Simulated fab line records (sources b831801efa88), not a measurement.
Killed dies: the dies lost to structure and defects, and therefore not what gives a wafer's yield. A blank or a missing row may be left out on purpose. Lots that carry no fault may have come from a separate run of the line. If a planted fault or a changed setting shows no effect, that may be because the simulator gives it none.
The tool behind it: which one? | flow gf180mcu | 18 wafers from 6 lots sampled at 2 of the route's 602 steps

## WHAT THE GAUGES SHOWED, per wafer
GF_M1_RS_MEAS_05: a four-point-probe measurement.
lot  | measured     | on            | M1_ALCU_RS (ohm/sq)
L470 | day 16 21:04 | film_metro-03 | 0.0687 0.0689 0.0692
L474 | day 18 06:17 | film_metro-04 | 0.0687 0.0680 0.0689
L477 | day 19 14:16 | film_metro-03 | 0.0693 0.0689 0.0695
L483 | day 21 20:25 | film_metro-02 | 0.0725 0.0730 0.0737
L488 | day 23 08:27 | film_metro-03 | 0.0698 0.0708 0.0696
L490 | day 23 21:55 | film_metro-02 | 0.0706 0.0699 0.0690

## TOOL THAT RAN EACH LOT (tool first, then ch and the chambers of the sampled wafers, then the start)
lot  | GF_M1_SPUTTER_02
L470 | pvd_sputter-01, day 16 20:59
L474 | pvd_sputter-03, day 18 06:11
L477 | pvd_sputter-03, day 19 14:09
L483 | pvd_sputter-01, day 21 20:19
L488 | pvd_sputter-02, day 23 08:22
L490 | pvd_sputter-02, day 23 21:46
- GF_M1_SPUTTER_02: material AlCu, target thk 450 nm, time 23.9 s.

## THE ANSWER, worked out from the rows above alone
Rule: the usual values come from the lots themselves. Put in order of their means at a reading, lots are off if they are a third of the lots or fewer, leave a main group of 4 or more, and stand apart from it by a gap of 3 or more times the standard deviation of the main group's means; of several such gaps the widest counts. A main group whose means are all the same, to the digits that the tables above print for the reading, isn't used. Also off: a lot with no number at a reading for which 4 or more lots have one. Where the step has rows for the other lots, those lots are counted as sound.
Off: at GF_M1_RS_MEAS_05 (M1_ALCU_RS), L483. Main group: mean 0.0693 ohm/sq, sd 0.00057.
A tool fits if, at a process step before that reading, it ran every lot that is off, and no sound lot after the first of them. Gauges at GF_M1_RS_MEAS_05: tried the same way as those tools. One candidate fits, namely pvd_sputter-01 at GF_M1_SPUTTER_02. A fault onset in the window from L470 (day 16 20:59, its last sound lot) to L483 (day 21 20:19, its first lot off) fits.

## WHAT THE SIMULATOR PUT IN
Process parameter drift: pvd_sputter-01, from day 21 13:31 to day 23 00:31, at GF_M1_SPUTTER_02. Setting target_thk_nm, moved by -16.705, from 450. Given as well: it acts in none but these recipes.
Shown lots that were struck: L483. Same finding as the rule above.
